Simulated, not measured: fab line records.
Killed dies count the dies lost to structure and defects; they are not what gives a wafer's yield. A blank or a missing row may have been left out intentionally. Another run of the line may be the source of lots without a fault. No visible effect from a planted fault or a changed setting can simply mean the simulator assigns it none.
Which tool was responsible?    flow gf180mcu    12 lots, 36 wafers sampled, at 6 steps of a route of 602

WHAT THE GAUGES READ, wafer by wafer
GF_NSD_CD_MEAS_07: target cd 400 nm.
lot   measured      on        cdNm (nm)
L533  day 13 20:24  cdSem-01  400.5 399.9 398.9
L537  day 15 00:43  cdSem-02  398.2 399.7 397.7
L539  day 15 11:29  cdSem-02  401.6 400.5 402.4
L542  day 16 06:21  cdSem-01  395.6 395.4 394.1
L545  day 17 11:53  cdSem-02  399.7 401.7 400.7
L546  day 17 19:18  cdSem-01  400.5 401.5 401.6
L547  day 18 02:05  cdSem-02  404.1 406.5 404.9
L551  day 19 10:19  cdSem-02  401.5 402.4 401.4
L552  day 19 23:12  cdSem-02  397.4 400.7 399.9
L553  day 20 06:33  cdSem-02  399.7 399.1 399.3
L554  day 20 16:50  cdSem-02  408.3 405.9 406.5
L556  day 21 05:39  cdSem-02  396.6 396.5 395.7

GF_NSD_TW_MEAS_12.
lot   measured      on            NSD_TW
L533  day 13 20:58  filmMetro-01  4226 4225 4238
L537  day 15 01:16  filmMetro-01  4224 4232 4237
L539  day 15 12:01  filmMetro-01  4249 4244 4249
L542  day 16 06:54  filmMetro-01  4248 4253 4236
L545  day 17 12:26  filmMetro-04  4277 4282 4262
L546  day 17 19:51  filmMetro-01  4231 4232 4250
L547  day 18 02:38  filmMetro-02  4199 4161 4182
L551  day 19 10:52  filmMetro-02  4192 4203 4197
L552  day 19 23:46  filmMetro-01  4238 4248 4227
L553  day 20 07:07  filmMetro-04  4268 4267 4255
L554  day 20 17:23  filmMetro-02  4148 4145 4179
L556  day 21 06:12  filmMetro-02  4186 4183 4176

GF_PSD_RS_MEAS_14: uses a four-point probe to measure.
lot   measured      on            NSD_RS (ohm/sq)
L533  day 14 18:19  filmMetro-02  46.17 46.04 46.15
L537  day 15 22:48  filmMetro-02  46.20 46.28 46.16
L539  day 16 09:47  filmMetro-04  46.20 46.11 46.14
L542  day 17 05:01  filmMetro-02  46.19 46.12 46.05
L545  day 18 12:38  filmMetro-04  49.32 49.40 49.32
L546  day 18 20:03  filmMetro-01  49.59 49.45 49.55
L547  day 19 03:02  filmMetro-04  49.31 49.44 49.32
L551  day 20 11:28  filmMetro-04  46.20 46.27 46.22
L552  day 21 00:46  filmMetro-02  46.05 46.21 46.03
L553  day 21 07:29  filmMetro-04  45.98 46.07 46.05
L554  day 21 17:20  filmMetro-01  46.12 46.22 46.09
L556  day 22 06:18  filmMetro-01  46.27 46.19 46.15

GF_PSD_RS_MEAS_15: uses a four-point probe to measure.
lot   measured      on            PSD_RS (ohm/sq)
L533  day 14 18:26  filmMetro-02  108.66 108.23 108.87
L537  day 15 22:55  filmMetro-02  108.45 108.74 108.79
L539  day 16 09:55  filmMetro-04  108.31 108.64 108.79
L542  day 17 05:08  filmMetro-02  108.53 108.34 108.52
L545  day 18 12:46  filmMetro-04  125.10 125.46 125.34
L546  day 18 20:10  filmMetro-01  126.08 125.99 126.04
L547  day 19 03:09  filmMetro-04  125.70 125.94 125.69
L551  day 20 11:35  filmMetro-04  108.20 108.62 108.68
L552  day 21 00:53  filmMetro-02  108.34 108.26 108.26
L553  day 21 07:36  filmMetro-04  108.35 108.35 108.14
L554  day 21 17:27  filmMetro-01  108.40 108.34 108.47
L556  day 22 06:25  filmMetro-01  108.96 108.78 109.00

WHICH TOOL RAN EACH LOT (tool, then ch and the chambers of the sampled wafers, then the start)
lot   GF_HV_LDD_STRIP_22                   GF_PSD_RTA_13
L533  plasmaAsher-02 ch 0, day 11 06:07    rtpAnneal-02 ch 0, day 14 18:13
L537  plasmaAsher-02 ch 0,1, day 12 07:39  rtpAnneal-02 ch 0, day 15 22:43
L539  plasmaAsher-03 ch 0,1, day 12 18:32  rtpAnneal-02 ch 0, day 16 09:41
L542  plasmaAsher-01 ch 0,1, day 13 11:25  rtpAnneal-02 ch 0, day 17 04:56
L545  plasmaAsher-03 ch 0,1, day 14 15:08  rtpAnneal-02 ch 0, day 18 12:32
L546  plasmaAsher-01 ch 0,1, day 14 21:01  rtpAnneal-02 ch 0, day 18 19:58
L547  plasmaAsher-01 ch 0, day 15 04:00    rtpAnneal-02 ch 0, day 19 02:57
L551  plasmaAsher-01 ch 1, day 16 08:22    rtpAnneal-01 ch 0, day 20 11:22
L552  plasmaAsher-01 ch 0,1, day 16 20:06  rtpAnneal-01 ch 0, day 21 00:41
L553  plasmaAsher-01 ch 0,1, day 17 03:40  rtpAnneal-01 ch 0, day 21 07:24
L554  plasmaAsher-01 ch 0,1, day 17 13:04  rtpAnneal-02 ch 0, day 21 17:15
L556  plasmaAsher-02 ch 0,1, day 18 01:55  rtpAnneal-01 ch 0, day 22 06:13
- GF_HV_LDD_STRIP_22: strips in O2/N2.
- GF_PSD_RTA_13: time 20 s.

WHAT THE TOOLS THEMSELVES READ (means of the sampled wafers that have a number; where no wafer has one, the mark that the record gives instead)
GF_HV_LDD_STRIP_22.
lot   tool            drypumpMotorCurrentA (A)  heaterPowerW (W)  o2FlowSccm (sccm)  oesProductAu (a.u.)  stripTimeToEndpointS (s)
L533  plasmaAsher-02  6.0                       308               3000               0.718                12.61
L537  plasmaAsher-02  5.8                       334               2994               0.718                12.68
L539  plasmaAsher-03  6.2                       329               2998               0.718                12.57
L542  plasmaAsher-01  5.5                       313               3000               0.714                12.60
L545  plasmaAsher-03  6.2                       325               3000               0.717                12.61
L546  plasmaAsher-01  5.7                       321               2995               0.717                12.65
L547  plasmaAsher-01  5.9                       321               3004               0.716                12.59
L551  plasmaAsher-01  5.3                       309               2998               0.716                12.58
L552  plasmaAsher-01  5.7                       320               3006               0.718                12.61
L553  plasmaAsher-01  5.5                       316               3002               0.718                12.61
L554  plasmaAsher-01  5.5                       315               3004               0.717                12.67
L556  plasmaAsher-02  5.9                       322               3005               0.717                12.67

GF_PSD_RTA_13.
lot   tool          lampPowerPct (%)  wafer_temp_C_max
L533  rtpAnneal-02  33.8              1031.4
L537  rtpAnneal-02  33.7              1032.2
L539  rtpAnneal-02  33.7              1032.7
L542  rtpAnneal-02  33.7              1032.1
L545  rtpAnneal-02  31.4              1006.2
L546  rtpAnneal-02  31.5              1006.7
L547  rtpAnneal-02  31.5              1005.7
L551  rtpAnneal-01  34.8              1030.2
L552  rtpAnneal-01  34.8              1029.5
L553  rtpAnneal-01  34.8              1030.1
L554  rtpAnneal-02  33.7              1031.6
L556  rtpAnneal-01  34.9              1029.7

THE ANSWER, worked out from the rows above alone
Rule: what is usual is taken from the lots themselves. The widest of any qualifying gaps counts: lots, ordered by their means at a reading, are off when they make up no more than a third of the lots, leave a main group of 4 or more, and stand apart from it by 3 or more times the standard deviation of that group's means. Not used: any main group whose means are identical at the precision the tables above print for the reading. A lot without any number at a reading at which 4 lots or more have one is off too. The other lots that the step has rows for count as sound. After the gauges, taken in route order, come the tools' own readings; for these a lot's mean is taken, as printed above. The first step at which some lot is off is used, and at that step the reading that is off furthest; a lot without a number counts as furthest.
Off: L545, L546, L547, seen at GF_PSD_RS_MEAS_14 (NSD_RS). Main group: mean 46.15 ohm/sq, sd 0.059.
A tool fits if, at a process step before that reading, it ran every lot that is off, and no sound lot after the first of them. The gauges at GF_PSD_RS_MEAS_14 aren't tried: what is off there is off at GF_PSD_RTA_13 too, on other tools, and a gauge's error can't cause that. No candidate that was tried fits.

WHAT WAS PUT IN BY THE SIMULATOR
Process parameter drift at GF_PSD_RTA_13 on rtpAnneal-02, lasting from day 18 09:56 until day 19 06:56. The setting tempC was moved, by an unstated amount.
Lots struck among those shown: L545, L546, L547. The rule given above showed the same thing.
